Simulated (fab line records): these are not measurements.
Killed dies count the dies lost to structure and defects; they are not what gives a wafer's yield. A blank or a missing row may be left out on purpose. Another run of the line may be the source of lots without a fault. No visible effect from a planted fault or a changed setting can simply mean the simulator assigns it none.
A single fault, viewed from 2 desks -- flow gf180mcu -- each desk has only its own numbers; what lay behind them comes last

AT THE TOOL OWNER'S DESK: furnace-01
The tool's own readings at GF_POLY_GATE_OXIDATION_16 (stabilise 600 s, purge 300 s, target thk 4 nm): means of the sampled wafers that have a number, for each lot that ran on this tool. Any lot whose mean is over 4 standard deviations away from the usual mean is out of limits and marked OUT; that distance is given in the brackets.
Columns: A = spike tc lower C at GF_POLY_GATE_OXIDATION_16, usual 850.3 C; B = tube center temp C at GF_POLY_GATE_OXIDATION_16, usual 850 C; C = tube_center_temp_C_max at GF_POLY_GATE_OXIDATION_16, usual 852.2; D = zone power lower pct at GF_POLY_GATE_OXIDATION_16, usual 15.0 %
lot,first seen here,A,B,C,D
L225,day 9 07:56,851.6,850,852.4,15.5
L226,day 9 21:56,851.2,850,852.4,15.4
L234,day 12 10:31,850.9,850,852.3,15.4
L235,day 12 13:10,852.4,852 (+23) OUT,854.0 (+5.2) OUT,15.5
L238,day 13 14:10,853.1,852 (+23) OUT,854.0 (+5.4) OUT,15.7
L247,day 16 08:34,850.6,850,852.4,15.7
This desk finds L235, L238 out of limits, L235 being first, at day 12 13:10 (tube center temp C at GF_POLY_GATE_OXIDATION_16). Within limits: L225, L226, L234, L247.

FROM THE METROLOGY DESK
Means of the sampled wafers that have a number, per lot and without regard to the tool the lot ran on: this is what the gauges read. Any lot whose mean is over 4 standard deviations away from the usual mean is out of limits and marked OUT; that distance is given in the brackets.
Columns: A = VT_IMPLANT_OVL at GF_VT_IMPLANT_OVL_MEAS_07, usual -0.2 nm; B = VT_IMPLANT_02_OVL at GF_VT_IMPLANT_OVL_MEAS_29, usual -0.4 nm; C = DUAL_GATE_OVL at GF_DUAL_GATE_OVL_MEAS_11, usual -0.2 nm
lot,first seen here,A,B,C
L224,day 5 14:36,0.2,-2.3,-1.1
L225,day 5 18:58,-0.4,2.1,-0.2
L226,day 6 05:04,-0.3,-0.2,2.2
L227,day 6 19:00,0.7,0.7,-0.5
L228,day 6 21:34,0.3,-0.1,-2.3
L234,day 8 07:10,-0.6,-1.4,0.4
L235,day 8 12:59,-1.2,1.0,-0.6
L238,day 9 08:40,1.0,0.3,-0.7
L239,day 9 17:07,-0.2,-2.7,2.2
L241,day 10 00:05,-0.8,-1.3,0.2
L242,day 10 06:41,1.3,-2.2,-1.2
L243,day 10 15:20,0.3,0.2,0.5
L247,day 11 12:39,0.9,-0.6,0.2
This desk found nothing out of limits on any of the 13 lots.

TAKEN TOGETHER
An alarm could have come from the tool owner's desk at day 12 13:10, on L235, L238.
From the metrology desk's view, nothing was out of limits.
The metrology desk has L235, L238 on record, within its limits.
Every lot named ran GF_POLY_GATE_OXIDATION_16 on furnace-01.

WHAT THE SIMULATOR HAD INSERTED
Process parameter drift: furnace-01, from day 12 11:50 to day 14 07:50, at GF_POLY_GATE_OXIDATION_16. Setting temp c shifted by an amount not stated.
Lots struck among those shown: L235, L238.
Hours from the fault's start to each desk's first reading out of limits: the tool owner's desk, 1.
